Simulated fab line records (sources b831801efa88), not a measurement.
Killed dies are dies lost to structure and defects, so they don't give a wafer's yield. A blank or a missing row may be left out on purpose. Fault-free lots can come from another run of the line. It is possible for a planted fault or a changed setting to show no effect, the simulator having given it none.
Which tool was responsible? | flow gf180mcu | Sampling: 13 lots, 39 wafers, 3 of 602 route steps

== WHAT THE GAUGES SHOWED, per wafer ==
GF_V5_RS_MEAS_24: the measuring method here is four-point-probe. Usual: V5_W_RS gives 0.328 ohm/sq (standard deviation 0.0039).
lot  | measured     | on            | V5_W_RS (ohm/sq)  | flag
L597 | day 27 04:25 | film_metro-03 | 0.324 0.330 0.331 |
L598 | day 27 12:50 | film_metro-04 | 0.324 0.328 0.332 |
L600 | day 28 05:44 | film_metro-04 | 0.322 0.326 0.325 |
L601 | day 28 19:13 | film_metro-04 | 0.326 0.327 0.328 |
L602 | day 29 03:32 | film_metro-04 | 0.333 0.330 0.330 |
L603 | day 29 12:11 | film_metro-02 | 0.322 0.324 0.328 |
L606 | day 30 06:38 | film_metro-02 | 0.333 0.330 0.337 |
L608 | day 30 12:48 | film_metro-04 | 0.329 0.329 0.326 |
L609 | day 31 04:11 | film_metro-03 | 0.324 0.323 0.325 |
L610 | day 31 07:04 | film_metro-04 | 0.326 0.328 0.327 |
L611 | day 31 11:57 | film_metro-02 | 0.329 0.322 0.325 |
L618 | day 33 04:55 | film_metro-04 | 0.321 0.323 0.326 |
L619 | day 33 05:53 | film_metro-03 | 0.335 0.331 0.334 |

== TOOL THAT RAN EACH LOT (tool first, then ch and the chambers of the sampled wafers, then the start) ==
lot  | GF_V2_CVD_23                  | GF_V5_ETCH_16
L597 | cvd_w-01 ch 0,1, day 20 06:04 | rie_diel-04 ch 0,2,3, day 27 03:30
L598 | cvd_w-01 ch 0,1, day 20 16:27 | rie_diel-04 ch 2,3, day 27 11:55
L600 | cvd_w-02 ch 0,1, day 21 11:18 | rie_diel-01 ch 1,2,3, day 28 04:45
L601 | cvd_w-01 ch 0,1, day 22 02:45 | rie_diel-04 ch 0,2,3, day 28 18:17
L602 | cvd_w-02 ch 0,1, day 22 13:10 | rie_diel-03 ch 1,2, day 29 02:35
L603 | cvd_w-01 ch 0,1, day 22 22:45 | rie_diel-04 ch 2,3, day 29 11:14
L606 | cvd_w-01 ch 0,1, day 23 21:02 | rie_diel-04 ch 0,3, day 30 05:42
L608 | cvd_w-02 ch 0,1, day 24 07:13 | rie_diel-04 ch 2,3, day 30 11:54
L609 | cvd_w-02 ch 0,1, day 24 23:30 | rie_diel-01 ch 1,3, day 31 02:57
L610 | cvd_w-01 ch 0,1, day 25 03:44 | rie_diel-03 ch 1,2, day 31 06:02
L611 | cvd_w-01 ch 0,1, day 25 09:53 | rie_diel-01 ch 0,2,3, day 31 11:02
L618 | cvd_w-01 ch 0,1, day 27 11:25 | rie_diel-03 ch 0,1,3, day 33 03:59
L619 | cvd_w-01 ch 0,1, day 27 13:41 | rie_diel-04 ch 0,2,3, day 33 04:59
- GF_V2_CVD_23: deposits W, target thk 350 nm, time 104.94 s.
- GF_V5_ETCH_16: etches BARC in N2/H2.

== WHAT THE TOOLS THEMSELVES READ (means of the sampled wafers that have a number; where no wafer has one, the mark that the record gives instead) ==
GF_V2_CVD_23. Usual: chamber_pressure_Torr 40.00 Torr, standard deviation 0.083; heater_power_w 951 W, standard deviation 120.
lot  | tool     | chamber_pressure_Torr (Torr) | heater_power_w (W) | flag
L597 | cvd_w-01 | 40.09                        | 1021               |
L598 | cvd_w-01 | 39.98                        | 1044               |
L600 | cvd_w-02 | 39.96                        | 907                |
L601 | cvd_w-01 | 40.05                        | 1029               |
L602 | cvd_w-02 | 40.00                        | 822                |
L603 | cvd_w-01 | 39.96                        | 1035               |
L606 | cvd_w-01 | 40.00                        | 1053               |
L608 | cvd_w-02 | 40.06                        | 828                |
L609 | cvd_w-02 | 39.90                        | 835                |
L610 | cvd_w-01 | 40.03                        | 1038               |
L611 | cvd_w-01 | 40.01                        | 1032               |
L618 | cvd_w-01 | 40.06                        | 1038               |
L619 | cvd_w-01 | 39.91                        | 1032               |

GF_V5_ETCH_16. Usual: drypump_motor_current_A 5.7 A, standard deviation 0.53; oes_product_au 0.854 a.u., standard deviation 0.0049; throttle_valve_pct 13.223 %, standard deviation 0.0096.
lot  | tool        | drypump_motor_current_A (A) | oes_product_au (a.u.) | throttle_valve_pct (%) | flag
L597 | rie_diel-04 | 5.4                         | 0.851                 | 13.218                 |
L598 | rie_diel-04 | 5.1                         | 0.851                 | 13.225                 |
L600 | rie_diel-01 | 6.0                         | 0.858                 | 13.226                 |
L601 | rie_diel-04 | 5.4                         | 0.854                 | 13.226                 |
L602 | rie_diel-03 | 5.6                         | 0.855                 | 13.223                 |
L603 | rie_diel-04 | 5.2                         | 0.850                 | 13.218                 |
L606 | rie_diel-04 | 5.8                         | 0.855                 | 13.220                 |
L608 | rie_diel-04 | 5.1                         | 0.855                 | 13.212                 |
L609 | rie_diel-01 | 5.9                         | 0.854                 | 13.229                 |
L610 | rie_diel-03 | 5.3                         | 0.856                 | 13.222                 |
L611 | rie_diel-01 | 6.4                         | 0.850                 | 13.217                 |
L618 | rie_diel-03 | 5.4                         | 0.858                 | 13.216                 |
L619 | rie_diel-04 | 5.5                         | 0.855                 | 13.224                 |

== THE ANSWER, worked out from the rows above alone ==
Rule: a lot counts as off when the mean over its wafers that have a number is more than 3 standard deviations away from the usual mean. Also off: a lot with no number at a reading for which 4 or more lots have one. Any other lot the step has rows for is counted as sound. First the gauges in route order, then the tools' own readings, where a lot's mean is used as printed above. The first step at which some lot is off is used, and at that step the reading that is off furthest; a lot without a number counts as furthest.
None of the lots is off at any reading shown; this tells nothing.

== WHAT THE SIMULATOR PUT IN ==
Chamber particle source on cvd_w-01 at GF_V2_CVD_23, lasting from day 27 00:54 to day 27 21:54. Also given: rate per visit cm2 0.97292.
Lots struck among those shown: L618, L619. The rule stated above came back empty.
